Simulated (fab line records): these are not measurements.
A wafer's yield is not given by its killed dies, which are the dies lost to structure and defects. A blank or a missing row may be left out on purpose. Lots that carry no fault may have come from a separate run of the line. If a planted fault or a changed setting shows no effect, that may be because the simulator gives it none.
Check for tools in common | flow sky130 | 14 lots, 42 wafers sampled

## WHAT PROMPTED THE OPENING
Of 14 lots, 2 have the reading METAL5_ALCU_THK flagged at SKY_METAL5_THK_MEAS_06. Fault-free wafers read 1140 nm, with a standard deviation of 18.
Rule: flag the lot when none of its wafers has a number, or when each of its wafers that has one lies beyond 4 standard deviations from that mean. The other lots count as sound.

lot  | measured     | on            | METAL5_ALCU_THK (nm), wafer by wafer | flag
L136 | day 43 06:59 | film-metro-01 | 1116 1116 1146                       |
L137 | day 43 08:22 | film-metro-01 | 1131 1126 1143                       |
L138 | day 43 18:40 | film-metro-01 | 1126 1123 1107                       |
L140 | day 44 04:03 | film-metro-03 | 1165 1151 1159                       |
L141 | day 44 23:33 | film-metro-01 | 1144 1159 1122                       |
L142 | day 45 03:25 | film-metro-03 | 1172 1144 1148                       |
L144 | day 45 12:59 | film-metro-03 | 1367 1398 1362                       | FLAGGED
L145 | day 45 21:08 | film-metro-04 | 1323 1328 1345                       | FLAGGED
L147 | day 46 02:02 | film-metro-03 | 1122 1157 1132                       |
L152 | day 47 03:02 | film-metro-01 | 1119 1108 1130                       |
L154 | day 47 21:32 | film-metro-04 | 1140 1162 1157                       |
L156 | day 48 06:10 | film-metro-01 | 1144 1150 1121                       |
L155 | day 48 07:47 | film-metro-01 | 1102 1138 1136                       |
L159 | day 48 22:53 | film-metro-01 | 1148 1129 1141                       |
Average over the flagged lots: 1354 nm; offset from the usual +214 nm, equal to +12 standard deviations.

## LOT BY LOT: THE TOOL USED
Before the reading, the record contains 4 process steps out of a 708-step route. Cell contents, in order: the tool; ch with the chambers the sampled wafers went through; the start.
lot  | flag    | SKY_VIA3_CMP_24               | SKY_METAL4_SPUTTER_01        | SKY_METAL4_SPUTTER_02        | SKY_METAL5_SPUTTER_04
L136 |         | cmp-02 ch 0,1, day 40 01:33   | pvd-sputter-03, day 40 01:52 | pvd-sputter-03, day 40 01:54 | pvd-sputter-01, day 43 06:48
L137 |         | cmp-02 ch 1,2, day 40 03:35   | pvd-sputter-03, day 40 03:55 | pvd-sputter-03, day 40 03:56 | pvd-sputter-03, day 43 08:11
L138 |         | cmp-01 ch 0,3, day 40 14:47   | pvd-sputter-02, day 40 15:06 | pvd-sputter-02, day 40 15:07 | pvd-sputter-03, day 43 18:29
L140 |         | cmp-02 ch 0,1,3, day 41 00:58 | pvd-sputter-03, day 41 01:17 | pvd-sputter-03, day 41 01:19 | pvd-sputter-03, day 44 03:53
L141 |         | cmp-01 ch 0,1,2, day 41 22:40 | pvd-sputter-04, day 41 22:59 | pvd-sputter-04, day 41 23:01 | pvd-sputter-01, day 44 23:22
L142 |         | cmp-01 ch 0,3, day 42 02:28   | pvd-sputter-04, day 42 02:47 | pvd-sputter-04, day 42 02:49 | pvd-sputter-01, day 45 03:14
L144 | FLAGGED | cmp-01 ch 0,1,3, day 42 13:39 | pvd-sputter-04, day 42 13:58 | pvd-sputter-04, day 42 14:00 | pvd-sputter-01, day 45 12:50
L145 | FLAGGED | cmp-02 ch 1,2,3, day 42 20:25 | pvd-sputter-02, day 42 20:44 | pvd-sputter-02, day 42 20:46 | pvd-sputter-02, day 45 20:58
L147 |         | cmp-02 ch 0,3, day 43 02:32   | pvd-sputter-03, day 43 02:51 | pvd-sputter-03, day 43 02:53 | pvd-sputter-02, day 46 01:52
L152 |         | cmp-02 ch 0,1, day 44 06:20   | pvd-sputter-04, day 44 06:39 | pvd-sputter-04, day 44 06:40 | pvd-sputter-03, day 47 02:50
L154 |         | cmp-01 ch 0,2,3, day 45 02:33 | pvd-sputter-02, day 45 02:43 | pvd-sputter-02, day 45 02:45 | pvd-sputter-02, day 47 21:22
L156 |         | cmp-01 ch 0,1, day 45 11:52   | pvd-sputter-03, day 45 12:08 | pvd-sputter-03, day 45 12:10 | pvd-sputter-03, day 48 05:59
L155 |         | cmp-02 ch 2,3, day 45 12:52   | pvd-sputter-03, day 45 13:09 | pvd-sputter-03, day 45 13:10 | pvd-sputter-01, day 48 07:37
L159 |         | cmp-01 ch 0,2,3, day 46 07:07 | pvd-sputter-02, day 46 07:26 | pvd-sputter-02, day 46 07:28 | pvd-sputter-02, day 48 22:43
What is done by these steps:
- SKY_VIA3_CMP_24: polishes, stops on SiO2, t overpolish 20 s, target thk 0 nm.
- SKY_METAL4_SPUTTER_01: material TiN, target thk 20 nm, time 16.7 s.
- SKY_METAL4_SPUTTER_02: material AlCu, target thk 735 nm, time 39.1 s.
- SKY_METAL5_SPUTTER_04: material TiN, target thk 70 nm, time 58.3 s.
- SKY_METAL5_THK_MEAS_06: measures by xrf.

## FLAGGED OVER TOTAL, TOOL BY TOOL (the gauges that took the reading come last)
step                   | tool           | lots run | flagged | share of the flagged lots | sound lots run after its first flagged lot
SKY_VIA3_CMP_24        | cmp-01         | 7        | 1       | some                      | 3 (L154,L156,L159)
SKY_VIA3_CMP_24        | cmp-02         | 7        | 1       | some                      | 3 (L147,L152,L155)
SKY_METAL4_SPUTTER_01  | pvd-sputter-02 | 4        | 1       | some                      | 2 (L154,L159)
SKY_METAL4_SPUTTER_01  | pvd-sputter-03 | 6        | 0       | none                      | -
SKY_METAL4_SPUTTER_01  | pvd-sputter-04 | 4        | 1       | some                      | 1 (L152)
SKY_METAL4_SPUTTER_02  | pvd-sputter-02 | 4        | 1       | some                      | 2 (L154,L159)
SKY_METAL4_SPUTTER_02  | pvd-sputter-03 | 6        | 0       | none                      | -
SKY_METAL4_SPUTTER_02  | pvd-sputter-04 | 4        | 1       | some                      | 1 (L152)
SKY_METAL5_SPUTTER_04  | pvd-sputter-01 | 5        | 1       | some                      | 1 (L155)
SKY_METAL5_SPUTTER_04  | pvd-sputter-02 | 4        | 1       | some                      | 3 (L147,L154,L159)
SKY_METAL5_SPUTTER_04  | pvd-sputter-03 | 5        | 0       | none                      | -
SKY_METAL5_THK_MEAS_06 | film-metro-01  | 8        | 0       | none                      | -
SKY_METAL5_THK_MEAS_06 | film-metro-03  | 4        | 1       | some                      | 1 (L147)
SKY_METAL5_THK_MEAS_06 | film-metro-04  | 2        | 1       | some                      | 1 (L154)

## THE TABLE: WHAT IT ALLOWS
No row of the table ran every flagged lot.

## WHAT THE SIMULATOR PUT IN
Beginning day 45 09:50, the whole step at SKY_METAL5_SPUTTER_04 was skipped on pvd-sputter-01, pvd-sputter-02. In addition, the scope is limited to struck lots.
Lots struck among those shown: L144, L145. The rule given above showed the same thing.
